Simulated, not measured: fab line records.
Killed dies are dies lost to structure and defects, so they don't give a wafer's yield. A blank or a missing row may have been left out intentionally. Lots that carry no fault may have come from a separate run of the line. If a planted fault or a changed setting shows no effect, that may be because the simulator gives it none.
fab line records || flow sky130
record: {"lots": 6, "wafers": 18, "lastDay": 50}
route steps=708 shown POLY_GATE@234 LDD_N@237 PAD_OPEN@708
lots that met no fault: taken from a fault-free run of the same line
startH: hours from the record's first day to the start of the lot's first wafer shown || waitH: time in hours since the lot's previous step || " the same as in the row above || L1.1+2: a single row standing in for several wafers || - no value present, or no start provided || * or withheld: withheld || < > ~ a bound
route shown NAME@n: a module of which the file shows steps, and the number in the route of the first || usual: average and standard deviation across the fault-free wafers || same: alike in all rows || chamber/n: place in a boat || sites: each site's reading || _std_site: the standard deviation of these || _edge_site: the outer-site mean with the inner-site mean subtracted || radiusMm: for every site, how far away it sits from the centre of the wafer || mask NAME#n: copy n || behind: the tool/chamber that last shaped the wafer || hold: why the lot went on hold/how many hours it stayed there/how the hold came to an end || device: transistor that didn't switch, given as n, p or np || end of line: the same wafers' tests at the end of the route || step lacking rows: just its recipe || killed: not the wafer's yield, but the dies lost to structure and defects at the first sort || map: shows each die of a wafer: x if killed, . if not, _ if none is there
set.NAME: the setting the step ran with; set.NAME@STEP: the setting that earlier step ran with || model.NAME: the simulator's own value behind a step, which no gauge read
lots seen at some steps along the route; tables by step, rows by wafer
services: the hour from which a tool's chamber was out of use, counted from the record's first day as startH (under 0 if before that day), plus the number of hours and why
== steps ==
step: SKY_POLY_GATE_OXIDATION_20
recipe: {"tempC": 850, "ambient": "O2", "stabiliseS": 600, "purgeS": 300, "targetThkA": 40, "oxTimeS": 899}
step: SKY_POLY_GATE_THK_MEAS_21
recipe: {"reads": "SiO2_of_POLY_GATE_OXIDATION_20"}
usual: {"POLY_GATE_OXIDATION_THK": "3.99/0.11"}
{"lot.wafer": "L433.4", "tool": "filmMetro-02", "chamber": "-", "startH": 385.94, "waitH": 0.0, "POLY_GATE_OXIDATION_THK[nm]": 3.90}
{"lot.wafer": "L433.5", "tool": "filmMetro-02", "chamber": "-", "startH": 385.94, "waitH": 0.0, "POLY_GATE_OXIDATION_THK[nm]": 3.91}
{"lot.wafer": "L433.6", "tool": "filmMetro-02", "chamber": "-", "startH": 385.94, "waitH": 0.0, "POLY_GATE_OXIDATION_THK[nm]": 3.98}
{"lot.wafer": "L436.1", "tool": "filmMetro-02", "chamber": "-", "startH": 417.21, "waitH": 0.0, "POLY_GATE_OXIDATION_THK[nm]": 3.84}
{"lot.wafer": "L436.2", "tool": "filmMetro-02", "chamber": "-", "startH": 417.21, "waitH": 0.0, "POLY_GATE_OXIDATION_THK[nm]": 3.85}
{"lot.wafer": "L436.6", "tool": "filmMetro-02", "chamber": "-", "startH": 417.21, "waitH": 0.0, "POLY_GATE_OXIDATION_THK[nm]": 3.83}
{"lot.wafer": "L443.3", "tool": "filmMetro-04", "chamber": "-", "startH": 474.59, "waitH": 0.0, "POLY_GATE_OXIDATION_THK[nm]": 3.99}
{"lot.wafer": "L443.4", "tool": "filmMetro-04", "chamber": "-", "startH": 474.59, "waitH": 0.0, "POLY_GATE_OXIDATION_THK[nm]": 4.10}
{"lot.wafer": "L443.6", "tool": "filmMetro-04", "chamber": "-", "startH": 474.59, "waitH": 0.0, "POLY_GATE_OXIDATION_THK[nm]": 4.12}
{"lot.wafer": "L446.3", "tool": "filmMetro-02", "chamber": "-", "startH": 497.26, "waitH": 0.0, "POLY_GATE_OXIDATION_THK[nm]": 3.96}
{"lot.wafer": "L446.4", "tool": "filmMetro-02", "chamber": "-", "startH": 497.26, "waitH": 0.0, "POLY_GATE_OXIDATION_THK[nm]": 4.03}
{"lot.wafer": "L446.6", "tool": "filmMetro-02", "chamber": "-", "startH": 497.26, "waitH": 0.0, "POLY_GATE_OXIDATION_THK[nm]": 3.97}
{"lot.wafer": "L452.2", "tool": "filmMetro-02", "chamber": "-", "startH": 556.61, "waitH": 0.0, "POLY_GATE_OXIDATION_THK[nm]": 3.82}
{"lot.wafer": "L452.4", "tool": "filmMetro-02", "chamber": "-", "startH": 556.61, "waitH": 0.0, "POLY_GATE_OXIDATION_THK[nm]": 3.81}
{"lot.wafer": "L452.5", "tool": "filmMetro-02", "chamber": "-", "startH": 556.61, "waitH": 0.0, "POLY_GATE_OXIDATION_THK[nm]": 3.77}
{"lot.wafer": "L455.1", "tool": "filmMetro-02", "chamber": "-", "startH": 574.45, "waitH": 0.0, "POLY_GATE_OXIDATION_THK[nm]": 3.94}
{"lot.wafer": "L455.2", "tool": "filmMetro-02", "chamber": "-", "startH": 574.45, "waitH": 0.0, "POLY_GATE_OXIDATION_THK[nm]": 4.02}
{"lot.wafer": "L455.6", "tool": "filmMetro-02", "chamber": "-", "startH": 574.45, "waitH": 0.0, "POLY_GATE_OXIDATION_THK[nm]": 3.95}
step: SKY_POLY_GATE_CD_MEAS_22
usual: {"cdNm": "149.9/2.4"}
{"lot.wafer": "L433.4", "tool": "cdSem-01", "chamber": "-", "startH": 386.06, "waitH": 0.1, "cdNm": 147.3}
{"lot.wafer": "L433.5", "tool": "cdSem-01", "chamber": "-", "startH": 386.06, "waitH": 0.1, "cdNm": 149.5}
{"lot.wafer": "L433.6", "tool": "cdSem-01", "chamber": "-", "startH": 386.06, "waitH": 0.1, "cdNm": 151.6}
{"lot.wafer": "L436.1", "tool": "cdSem-02", "chamber": "-", "startH": 417.27, "waitH": 0.1, "cdNm": 150.1}
{"lot.wafer": "L436.2", "tool": "cdSem-02", "chamber": "-", "startH": 417.27, "waitH": 0.1, "cdNm": 151.2}
{"lot.wafer": "L436.6", "tool": "cdSem-02", "chamber": "-", "startH": 417.27, "waitH": 0.1, "cdNm": 148.3}
{"lot.wafer": "L443.3", "tool": "cdSem-02", "chamber": "-", "startH": 474.69, "waitH": 0.1, "cdNm": 153.0}
{"lot.wafer": "L443.4", "tool": "cdSem-02", "chamber": "-", "startH": 474.69, "waitH": 0.1, "cdNm": 154.3}
{"lot.wafer": "L443.6", "tool": "cdSem-02", "chamber": "-", "startH": 474.69, "waitH": 0.1, "cdNm": 153.3}
{"lot.wafer": "L446.3", "tool": "cdSem-02", "chamber": "-", "startH": 497.35, "waitH": 0.1, "cdNm": 149.4}
{"lot.wafer": "L446.4", "tool": "cdSem-02", "chamber": "-", "startH": 497.35, "waitH": 0.1, "cdNm": 156.3}
{"lot.wafer": "L446.6", "tool": "cdSem-02", "chamber": "-", "startH": 497.35, "waitH": 0.1, "cdNm": 155.0}
{"lot.wafer": "L452.2", "tool": "cdSem-02", "chamber": "-", "startH": 556.69, "waitH": 0.1, "cdNm": 144.2}
{"lot.wafer": "L452.4", "tool": "cdSem-02", "chamber": "-", "startH": 556.69, "waitH": 0.1, "cdNm": 145.7}
{"lot.wafer": "L452.5", "tool": "cdSem-02", "chamber": "-", "startH": 556.69, "waitH": 0.1, "cdNm": 148.4}
{"lot.wafer": "L455.1", "tool": "cdSem-02", "chamber": "-", "startH": 574.51, "waitH": 0.1, "cdNm": 154.3}
{"lot.wafer": "L455.2", "tool": "cdSem-02", "chamber": "-", "startH": 574.51, "waitH": 0.1, "cdNm": 152.5}
{"lot.wafer": "L455.6", "tool": "cdSem-02", "chamber": "-", "startH": 574.51, "waitH": 0.1, "cdNm": 150.7}
step: SKY_LDD_N_DEHYDRATE_00
recipe: {"tempC": 200, "timeS": 60}
step: SKY_LDD_N_HMDS_01
recipe: {"primeTimeS": 60, "primeTempC": 120}
step: SKY_LDD_N_COAT_02
recipe: {"resist": "NOVOLAK", "spinRpm": 3000, "resistThkNm": 300}
step: SKY_LDD_N_SOFTBAKE_03
recipe: {"tempC": 90, "timeS": 60, "resist": "NOVOLAK"}
step: SKY_LDD_N_EXPOSE_04
recipe: {"maskId": "NTM", "targetCdNm": 840, "na": 0.6, "sourceShape": "conventional", "sigmaOuter": 0.6, "doseMj": 110}
step: SKY_LDD_N_PEB_05
recipe: {"tempC": "withheld", "timeS": "*", "resist": "NOVOLAK"}
step: SKY_LDD_N_DEVELOP_06
recipe: {"developTimeS": 60, "devTempC": 23}
step: SKY_LDD_N_OVL_MEAS_07
usual: {"LDD_N_OVL": "0.4/1.5"}
{"lot.wafer": "L433.4", "tool": "overlay-01", "chamber": "-", "startH": 415.83, "waitH": 0.1, "LDD_N_OVL[nm]": -1.6}
{"lot.wafer": "L433.5", "tool": "overlay-01", "chamber": "-", "startH": 415.83, "waitH": 0.1, "LDD_N_OVL[nm]": -1.3}
{"lot.wafer": "L433.6", "tool": "overlay-01", "chamber": "-", "startH": 415.83, "waitH": 0.1, "LDD_N_OVL[nm]": -0.7}
{"lot.wafer": "L436.1", "tool": "overlay-02", "chamber": "-", "startH": 446.76, "waitH": 0.1, "LDD_N_OVL[nm]": 3.0}
{"lot.wafer": "L436.2", "tool": "overlay-02", "chamber": "-", "startH": 446.76, "waitH": 0.1, "LDD_N_OVL[nm]": 1.6}
{"lot.wafer": "L436.6", "tool": "overlay-02", "chamber": "-", "startH": 446.76, "waitH": 0.1, "LDD_N_OVL[nm]": 3.3}
{"lot.wafer": "L443.3", "tool": "overlay-01", "chamber": "-", "startH": 505.45, "waitH": 0.1, "LDD_N_OVL[nm]": 0.0}
{"lot.wafer": "L443.4", "tool": "overlay-01", "chamber": "-", "startH": 505.45, "waitH": 0.1, "LDD_N_OVL[nm]": 0.2}
{"lot.wafer": "L443.6", "tool": "overlay-01", "chamber": "-", "startH": 505.45, "waitH": 0.1, "LDD_N_OVL[nm]": 0.6}
{"lot.wafer": "L446.3", "tool": "overlay-01", "chamber": "-", "startH": 528.77, "waitH": 0.1, "LDD_N_OVL[nm]": -1.7}
{"lot.wafer": "L446.4", "tool": "overlay-01", "chamber": "-", "startH": 528.77, "waitH": 0.1, "LDD_N_OVL[nm]": -0.9}
{"lot.wafer": "L446.6", "tool": "overlay-01", "chamber": "-", "startH": 528.77, "waitH": 0.1, "LDD_N_OVL[nm]": -1.4}
{"lot.wafer": "L452.2", "tool": "overlay-02", "chamber": "-", "startH": 586.57, "waitH": 0.1, "LDD_N_OVL[nm]": 1.0}
{"lot.wafer": "L452.4", "tool": "overlay-02", "chamber": "-", "startH": 586.57, "waitH": 0.1, "LDD_N_OVL[nm]": 0.6}
{"lot.wafer": "L452.5", "tool": "overlay-02", "chamber": "-", "startH": 586.57, "waitH": 0.1, "LDD_N_OVL[nm]": -0.1}
{"lot.wafer": "L455.1", "tool": "overlay-02", "chamber": "-", "startH": 603.30, "waitH": 0.1, "LDD_N_OVL[nm]": -2.2}
{"lot.wafer": "L455.2", "tool": "overlay-02", "chamber": "-", "startH": 603.30, "waitH": 0.1, "LDD_N_OVL[nm]": -0.7}
{"lot.wafer": "L455.6", "tool": "overlay-02", "chamber": "-", "startH": 603.30, "waitH": 0.1, "LDD_N_OVL[nm]": -2.4}
step: SKY_LDD_N_IMPLANT_08
recipe: {"species": "As", "energyKev": 20, "doseCm2": 7.5e+13, "tiltDeg": "withheld", "rotationDeg": 23}
step: SKY_LDD_N_IMPLANT_09
recipe: {"species": "As", "energyKev": 20, "doseCm2": 7.5e+13, "tiltDeg": "withheld", "rotationDeg": 113}
usual: {"beamOnS": "9.98/0.19", "rotationDeg": "113.00/0.03"}
{"lot.wafer": "L433.4", "tool": "implanter-03", "chamber": 0, "startH": 416.07, "waitH": 0.1, "beamOnS": 10.25, "rotationDeg": 112.96}
{"lot.wafer": "L433.5", "tool": "implanter-03", "chamber": 0, "startH": 416.07, "waitH": 0.1, "beamOnS": 9.87, "rotationDeg": 113.06}
{"lot.wafer": "L433.6", "tool": "implanter-03", "chamber": 0, "startH": 416.07, "waitH": 0.1, "beamOnS": 9.56, "rotationDeg": 113.03}
{"lot.wafer": "L436.1", "tool": "implanter-01", "chamber": 0, "startH": 446.95, "waitH": 0.1, "beamOnS": 10.05, "rotationDeg": 112.97}
{"lot.wafer": "L436.2", "tool": "implanter-01", "chamber": 0, "startH": 446.95, "waitH": 0.1, "beamOnS": 9.92, "rotationDeg": 112.98}
{"lot.wafer": "L436.6", "tool": "implanter-01", "chamber": 0, "startH": 446.95, "waitH": 0.1, "beamOnS": 10.07, "rotationDeg": 112.98}
{"lot.wafer": "L443.3", "tool": "implanter-01", "chamber": 0, "startH": 505.67, "waitH": 0.1, "beamOnS": 9.81, "rotationDeg": 228.08}
{"lot.wafer": "L443.4", "tool": "implanter-01", "chamber": 0, "startH": 505.67, "waitH": 0.1, "beamOnS": 10.14, "rotationDeg": 228.13}
{"lot.wafer": "L443.6", "tool": "implanter-01", "chamber": 0, "startH": 505.67, "waitH": 0.1, "beamOnS": 9.65, "rotationDeg": 228.12}
{"lot.wafer": "L446.3", "tool": "implanter-01", "chamber": 0, "startH": 529.00, "waitH": 0.1, "beamOnS": 10.24, "rotationDeg": 228.13}
{"lot.wafer": "L446.4", "tool": "implanter-01", "chamber": 0, "startH": 529.00, "waitH": 0.1, "beamOnS": 9.87, "rotationDeg": 228.11}
{"lot.wafer": "L446.6", "tool": "implanter-01", "chamber": 0, "startH": 529.00, "waitH": 0.1, "beamOnS": 10.44, "rotationDeg": 228.10}
{"lot.wafer": "L452.2", "tool": "implanter-03", "chamber": 0, "startH": 586.77, "waitH": 0.1, "beamOnS": 10.16, "rotationDeg": 113.03}
{"lot.wafer": "L452.4", "tool": "implanter-03", "chamber": 0, "startH": 586.77, "waitH": 0.1, "beamOnS": 9.71, "rotationDeg": 113.06}
{"lot.wafer": "L452.5", "tool": "implanter-03", "chamber": 0, "startH": 586.77, "waitH": 0.1, "beamOnS": 9.74, "rotationDeg": 113.06}
{"lot.wafer": "L455.1", "tool": "implanter-04", "chamber": 0, "startH": 603.49, "waitH": 0.1, "beamOnS": 9.98, "rotationDeg": 112.97}
{"lot.wafer": "L455.2", "tool": "implanter-04", "chamber": 0, "startH": 603.49, "waitH": 0.1, "beamOnS": 9.87, "rotationDeg": 112.91}
{"lot.wafer": "L455.6", "tool": "implanter-04", "chamber": 0, "startH": 603.49, "waitH": 0.1, "beamOnS": 9.76, "rotationDeg": 112.97}
step: SKY_LDD_N_IMPLANT_10
recipe: {"species": "As", "energyKev": 20, "doseCm2": 7.5e+13, "tiltDeg": "withheld", "rotationDeg": 203}
step: SKY_PAD_OPEN_PROBE_99
usual: {"killed_at_M0_to_M3": "43/6.8", "killed_at_M4_up": "3.1/1.6", "killedAtContacts": "24/5.4", "killedAtFrontEnd": "16/4.4", "killedAtOther": "0.2/0.48", "killedDies": "87/8.8", "killedOpen": "48/6.4", "killedShort": "39/6.2"}
same: {"grossDies": 492, "killedAtBackSide": 0}
{"lot.wafer": "L433.4", "tool": "prober-02", "chamber": "-", "startH": 1084.39, "waitH": 0.2, "killed_at_M0_to_M3": 46, "killed_at_M4_up": 4, "killedAtContacts": 14, "killedAtFrontEnd": 21, "killedAtOther": 0, "killedDies": 85, "killedOpen": 49, "killedShort": 36}
{"lot.wafer": "L433.5", "tool": "prober-02", "chamber": "-", "startH": 1084.44, "waitH": 0.2, "killed_at_M0_to_M3": 35, "killed_at_M4_up": 3, "killedAtContacts": 20, "killedAtFrontEnd": 14, "killedAtOther": 0, "killedDies": 72, "killedOpen": 45, "killedShort": 27}
{"lot.wafer": "L433.6", "tool": "prober-02", "chamber": "-", "startH": 1084.49, "waitH": 0.2, "killed_at_M0_to_M3": 64, "killed_at_M4_up": 4, "killedAtContacts": 21, "killedAtFrontEnd": 15, "killedAtOther": 0, "killedDies": 104, "killedOpen": 54, "killedShort": 50}
{"lot.wafer": "L436.1", "tool": "prober-02", "chamber": "-", "startH": 1118.58, "waitH": 0.1, "killed_at_M0_to_M3": 37, "killed_at_M4_up": 3, "killedAtContacts": 20, "killedAtFrontEnd": 15, "killedAtOther": 1, "killedDies": 76, "killedOpen": 39, "killedShort": 37}
{"lot.wafer": "L436.2", "tool": "prober-02", "chamber": "-", "startH": 1118.63, "waitH": 0.1, "killed_at_M0_to_M3": 42, "killed_at_M4_up": 3, "killedAtContacts": 29, "killedAtFrontEnd": 15, "killedAtOther": 0, "killedDies": 89, "killedOpen": 40, "killedShort": 49}
{"lot.wafer": "L436.6", "tool": "prober-02", "chamber": "-", "startH": 1118.83, "waitH": 0.2, "killed_at_M0_to_M3": 49, "killed_at_M4_up": 1, "killedAtContacts": 15, "killedAtFrontEnd": 10, "killedAtOther": 0, "killedDies": 75, "killedOpen": 39, "killedShort": 36}
killed by level:class
L433.4 VIA1:geometricParticle:open=10 CONTACT:geometricParticle:open=8 VIA2:geometricParticle:open=8 POLY_GATE:geometricParticle:open=7 METAL1:geometricParticle:short=7 FIELD_ISO:geometricParticle:short=6 METAL2:geometricParticle:short=6 VIA3:geometricParticle:open=5
L433.5 CONTACT:geometricParticle:open=9 VIA1:geometricParticle:open=8 VIA3:geometricParticle:open=8 VIA2:geometricParticle:open=6 LI_CONTACT:geometricParticle:open=5 FIELD_ISO:geometricParticle:short=4 POLY_GATE:geometricParticle:open=4 VIA1:geometricParticle:short=4
L433.6 VIA1:geometricParticle:open=16 METAL2:geometricParticle:short=10 VIA2:geometricParticle:open=9 CONTACT:geometricParticle:open=8 VIA3:geometricParticle:open=7 VIA2:geometricParticle:short=7 VIA1:geometricParticle:short=6 FIELD_ISO:geometricParticle:open=4
L436.1 VIA1:geometricParticle:open=11 METAL1:geometricParticle:short=8 CONTACT:geometricParticle:open=7 FIELD_ISO:geometricParticle:open=5 VIA2:geometricParticle:open=5 LI_CONTACT:geometricParticle:open=5 CONTACT:geometricParticle:short=4 METAL2:geometricParticle:short=4
L436.2 CONTACT:geometricParticle:open=12 METAL2:geometricParticle:short=9 VIA1:geometricParticle:open=7 LI_CONTACT:geometricParticle:short=6 POLY_GATE:geometricParticle:short=5 VIA1:geometricParticle:short=5 METAL3:geometricParticle:short=5 LI_CONTACT:geometricParticle:open=4
L436.6 VIA1:geometricParticle:open=12 VIA2:geometricParticle:open=7 CONTACT:geometricParticle:open=6 METAL1:geometricParticle:short=6 METAL2:geometricParticle:short=5 VIA1:geometricParticle:short=5 LI_CONTACT:geometricParticle:open=4 METAL2:geometricParticle:open=4
== services ==
{"tool": "implanter-04", "chamber": "-", "startH": 397.01, "hours": 4.4, "kind": "repair"}
{"tool": "implanter-01", "chamber": "-", "startH": 405.72, "hours": 1.7, "kind": "repair"}
{"tool": "implanter-04", "chamber": "-", "startH": 414.82, "hours": 4.2, "kind": "repair"}
{"tool": "implanter-03", "chamber": "-", "startH": 444.97, "hours": 8.3, "kind": "repair"}
{"tool": "implanter-01", "chamber": "-", "startH": 462.12, "hours": 1.5, "kind": "repair"}
{"tool": "implanter-04", "chamber": "-", "startH": 484.13, "hours": 2.8, "kind": "repair"}
{"tool": "implanter-03", "chamber": "-", "startH": 506.50, "hours": 3.4, "kind": "pm"}
== key ==
firstSign: {"step": "SKY_LDD_N_IMPLANT_09", "reading": "rotationDeg", "direction": "up", "sigmas": "99+", "usual": 113.00, "struck": 228.11}
effect none on later readings
metAt SKY_LDD_N_IMPLANT_09
struckWafers L443.3,L443.4,L443.6,L446.3,L446.4,L446.6
testerLeftOut L443,L446
onsetBetween 446.95 505.67
fault: {"kind": "processParameterDrift", "tool": "implanter-01", "chamber": "-", "onsetH": 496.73, "steps": "SKY_LDD_N_IMPLANT_09", "channel": "rotationDeg", "offset": 115.13, "shape": "step", "endH": 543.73, "actsIn": "theseRecipesOnly", "stated": 113}
testerLeftOut: of these lots the tester's yield and bins aren't shown, on N5 and GAA mostly nor the transistor test; their killed dies are dies lost to structure and defects alone, not to doping, threshold or leakage, so they don't give the yield
